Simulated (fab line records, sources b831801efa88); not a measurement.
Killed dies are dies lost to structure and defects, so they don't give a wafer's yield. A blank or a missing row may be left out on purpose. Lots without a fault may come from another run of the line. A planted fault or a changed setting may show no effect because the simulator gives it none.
Which tool did it? | flow sky130 | 11 lots, 33 wafers sampled, at 6 steps of a route of 708

WHAT THE GAUGES READ, wafer by wafer
SKY_VT_ADJUST_PCH_OVL_MEAS_07. Usual: VT_ADJUST_PCH_OVL -0.3 nm, standard deviation 1.4.
lot  | measured     | on         | VT_ADJUST_PCH_OVL (nm) | flag
L702 | day 11 16:34 | overlay-01 | -1.1 0.0 -2.1          |
L704 | day 12 00:01 | overlay-02 | -1.2 -1.8 -2.1         |
L706 | day 12 14:25 | overlay-01 | 0.0 1.4 0.3            |
L709 | day 13 09:50 | overlay-01 | -1.8 -2.4 -1.8         |
L710 | day 13 17:45 | overlay-02 | 1.4 2.1 0.4            |
L712 | day 14 01:05 | overlay-02 | -1.6 -1.6 -1.3         |
L714 | day 15 00:31 | overlay-02 | 0.2 0.1 0.3            |
L715 | day 15 03:21 | overlay-02 | 0.3 0.4 -0.8           |
L717 | day 15 15:01 | overlay-02 | -0.7 -0.1 1.4          |
L716 | day 15 20:34 | overlay-01 | -1.7 -0.9 0.8          |
L718 | day 16 01:23 | overlay-02 | 0.9 0.8 1.0            |

SKY_GATE_OXIDE_THK_MEAS_02. Usual: GATE_OXIDE_OXIDATION_00_THK 10.27 nm, standard deviation 0.18.
lot  | measured     | on            | GATE_OXIDE_OXIDATION_00_THK (nm) | flag
L702 | day 14 05:42 | film_metro-03 | 10.39 10.11 10.24                |
L704 | day 14 08:36 | film_metro-01 | 10.36 10.42 10.28                |
L706 | day 15 03:40 | film_metro-04 | 10.14 10.33 10.25                |
L709 | day 15 23:07 | film_metro-04 | 10.45 10.32 10.70                |
L710 | day 16 10:55 | film_metro-01 | 10.06 10.04 9.78                 |
L712 | day 16 17:16 | film_metro-01 | 10.03 10.33 10.34                |
L714 | day 17 18:13 | film_metro-04 | 10.48 10.35 10.39                |
L715 | day 18 01:32 | film_metro-01 | 10.18 10.19 10.08                |
L717 | day 18 09:23 | film_metro-03 | 10.51 10.28 10.48                |
L716 | day 18 13:41 | film_metro-04 | 10.38 10.21 10.37                |
L718 | day 18 19:15 | film_metro-01 | 9.94 10.15 10.00                 |

SKY_LI_CONTACT_RS_MEAS_22: measures by four-point-probe. Usual: LI_CONTACT_W_RS 0.285 ohm/sq, standard deviation 0.004.
lot  | measured     | on            | LI_CONTACT_W_RS (ohm/sq) | flag
L702 | day 30 20:32 | film_metro-02 | 0.291 0.288 0.288        |
L704 | day 30 22:10 | film_metro-02 | 0.293 0.292 0.291        |
L706 | day 31 10:38 | film_metro-03 | 0.287 0.285 0.287        |
L709 | day 32 12:12 | film_metro-02 | 0.286 0.287 0.289        |
L710 | day 32 23:21 | film_metro-01 | 0.280 0.282 0.284        |
L712 | day 33 02:10 | film_metro-02 | 0.285 0.287 0.289        |
L714 | day 34 02:16 | film_metro-02 | 0.286 0.290 0.288        |
L715 | day 34 09:34 | film_metro-01 | 0.291 0.192 0.194        | OFF
L717 | day 34 14:10 | film_metro-03 | 0.285 0.288 0.283        |
L716 | day 34 18:34 | film_metro-01 | 0.284 0.289 0.191        | OFF
L718 | day 34 23:02 | film_metro-03 | 0.282 0.282 0.287        |

SKY_LI_CONTACT_THK_MEAS_23: measures by xrf. Usual: LI_CONTACT_W_THK 396 nm, standard deviation 6.8.
lot  | measured     | on            | LI_CONTACT_W_THK (nm) | flag
L702 | day 30 20:38 | film_metro-02 | 383 389 385           |
L704 | day 30 22:17 | film_metro-02 | 379 379 380           |
L706 | day 31 10:45 | film_metro-03 | 398 402 399           |
L709 | day 32 12:19 | film_metro-02 | 391 391 386           |
L710 | day 32 23:28 | film_metro-01 | 397 399 397           |
L712 | day 33 02:16 | film_metro-02 | 395 390 391           |
L714 | day 34 02:22 | film_metro-02 | 392 387 390           |
L715 | day 34 09:41 | film_metro-01 | 386 - -               |
L717 | day 34 14:17 | film_metro-03 | 404 400 405           |
L716 | day 34 18:41 | film_metro-01 | 396 389 -             |
L718 | day 34 23:09 | film_metro-03 | 405 404 396           |

WHICH TOOL RAN EACH LOT (tool, then ch and the chambers of the sampled wafers, then the start)
lot  | SKY_LI_CONTACT_SPUTTER_19    | SKY_LI_CONTACT_CVD_21
L702 | pvd_sputter-04, day 30 20:15 | cvd_w-02 ch 0,1, day 30 20:23
L704 | pvd_sputter-01, day 30 21:55 | cvd_w-02 ch 0,1, day 30 22:03
L706 | pvd_sputter-02, day 31 10:22 | cvd_w-02 ch 0,1, day 31 10:31
L709 | pvd_sputter-04, day 32 11:56 | cvd_w-02 ch 0,1, day 32 12:05
L710 | pvd_sputter-01, day 32 23:04 | cvd_w-01 ch 0,1, day 32 23:12
L712 | pvd_sputter-04, day 33 01:52 | cvd_w-01 ch 0,1, day 33 02:03
L714 | pvd_sputter-01, day 34 01:57 | cvd_w-02 ch 0,1, day 34 02:08
L715 | pvd_sputter-01, day 34 09:17 | cvd_w-02 ch 0,1, day 34 09:25
L717 | pvd_sputter-01, day 34 13:46 | cvd_w-01 ch 1, day 34 13:55
L716 | pvd_sputter-04, day 34 18:18 | cvd_w-02 ch 0,1, day 34 18:26
L718 | pvd_sputter-01, day 34 22:46 | cvd_w-01 ch 0,1, day 34 22:55
- SKY_LI_CONTACT_SPUTTER_19: material Ti, target thk 20 nm, time 106.37 s.
- SKY_LI_CONTACT_CVD_21: deposits W, target thk 400 nm, time 120.56 s.

WHAT THE TOOLS THEMSELVES READ (means of the sampled wafers that have a number; where no wafer has one, the mark that the record gives instead)
SKY_LI_CONTACT_SPUTTER_19. Usual: throttle_valve_pct 29.7 %, standard deviation 1.2.
lot  | tool           | throttle_valve_pct (%) | flag
L702 | pvd_sputter-04 | 28.6                   |
L704 | pvd_sputter-01 | 30.5                   |
L706 | pvd_sputter-02 | 28.7                   |
L709 | pvd_sputter-04 | 29.6                   |
L710 | pvd_sputter-01 | 30.6                   |
L712 | pvd_sputter-04 | 28.6                   |
L714 | pvd_sputter-01 | 29.7                   |
L715 | pvd_sputter-01 | 30.6                   |
L717 | pvd_sputter-01 | 29.8                   |
L716 | pvd_sputter-04 | 29.2                   |
L718 | pvd_sputter-01 | 31.4                   |

SKY_LI_CONTACT_CVD_21. Usual: heater_power_w 832 W, standard deviation 42.
lot  | tool     | heater_power_w (W) | flag
L702 | cvd_w-02 | 864                |
L704 | cvd_w-02 | 869                |
L706 | cvd_w-02 | 847                |
L709 | cvd_w-02 | 865                |
L710 | cvd_w-01 | 817                |
L712 | cvd_w-01 | 774                |
L714 | cvd_w-02 | 839                |
L715 | cvd_w-02 | 856                |
L717 | cvd_w-01 | 767                |
L716 | cvd_w-02 | 852                |
L718 | cvd_w-01 | 797                |

THE ANSWER, worked out from the rows above alone
Rule: a lot is off if the mean of its wafers that have a number lies more than 3 standard deviations from the usual mean. A lot without any number at a reading at which 4 lots or more have one is off too. The other lots that the step has rows for count as sound. The gauges are gone through in route order, then the tools' own readings, and for those a lot's mean is taken as printed above. The first step at which some lot is off is used, and at that step the reading that is off furthest; a lot without a number counts as furthest.
Off: L715, L716, at SKY_LI_CONTACT_RS_MEAS_22 (LI_CONTACT_W_RS).
A tool fits if, at a process step before that reading, it ran every lot that is off, and no sound lot after the first of them. The gauges at SKY_LI_CONTACT_RS_MEAS_22 are tried like those tools. Can't be told from this: 2 tools fit, cvd_w-02 at SKY_LI_CONTACT_CVD_21, film_metro-01 at SKY_LI_CONTACT_RS_MEAS_22.

WHAT THE SIMULATOR HAD PUT IN
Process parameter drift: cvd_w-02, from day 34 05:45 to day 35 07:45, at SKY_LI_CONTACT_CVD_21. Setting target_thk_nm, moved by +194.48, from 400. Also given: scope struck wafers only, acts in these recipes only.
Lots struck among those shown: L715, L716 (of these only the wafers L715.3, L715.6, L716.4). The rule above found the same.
